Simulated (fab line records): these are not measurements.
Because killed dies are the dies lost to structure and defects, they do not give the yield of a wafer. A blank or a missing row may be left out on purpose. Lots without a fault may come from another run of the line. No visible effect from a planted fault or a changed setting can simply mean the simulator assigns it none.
The tool behind it: which one?	flow sky130	18 wafers from 6 lots sampled at 2 of the route's 708 steps

WHAT THE GAUGES READ, wafer by wafer
SKY_NWELL_OVL_MEAS_10.
lot	measured	on	NWELL_00_OVL (nm)
L615	day 5 01:11	overlay-02	1.0 -0.5 -0.4
L619	day 6 02:26	overlay-01	- - -
L622	day 6 22:25	overlay-01	2.1 1.5 -0.1
L629	day 8 12:37	overlay-02	2.1 3.0 2.5
L632	day 9 05:39	overlay-01	1.7 2.2 1.2
L634	day 9 19:08	overlay-02	2.1 3.6 3.4

EACH LOT AND THE TOOL THAT RAN IT (in order: tool; ch and the chambers of the sampled wafers; start)
lot	SKY_NWELL_EXPOSE_07
L615	iline_stepper-01 ch 0, day 4 16:14
L619	iline_stepper-02 ch 0, day 5 17:55
L622	iline_stepper-01 ch 0, day 6 12:40
L629	iline_stepper-02 ch 0, day 8 02:08
L632	iline_stepper-02 ch 0, day 8 20:29
L634	iline_stepper-01 ch 0, day 9 07:27
- SKY_NWELL_EXPOSE_07: exposes mask NWM, target cd 840 nm.

THE ANSWER, worked out from the rows above alone
Rule: what is usual is taken from the lots themselves. Put in order of their means at a reading, lots are off if they are a third of the lots or fewer, leave a main group of 4 or more, and stand apart from it by a gap of 3 or more times the standard deviation of the main group's means; of several such gaps the widest counts. If all means in a main group match to the digits the tables above print for the reading, that group is not used. Also off: a lot with no number at a reading for which 4 or more lots have one. Any other lot the step has rows for is counted as sound.
Off: at SKY_NWELL_OVL_MEAS_10 (NWELL_00_OVL), L619. Without a number there: L619. Mean 1.7 nm and standard deviation 1.1 in the main group.
A tool fits if, at a process step before that reading, it ran every lot that is off, and no sound lot after the first of them. Those tools and the gauges at SKY_NWELL_OVL_MEAS_10 are tried in the same way. Of those tried, none fits.

WHAT THE SIMULATOR HAD PUT IN
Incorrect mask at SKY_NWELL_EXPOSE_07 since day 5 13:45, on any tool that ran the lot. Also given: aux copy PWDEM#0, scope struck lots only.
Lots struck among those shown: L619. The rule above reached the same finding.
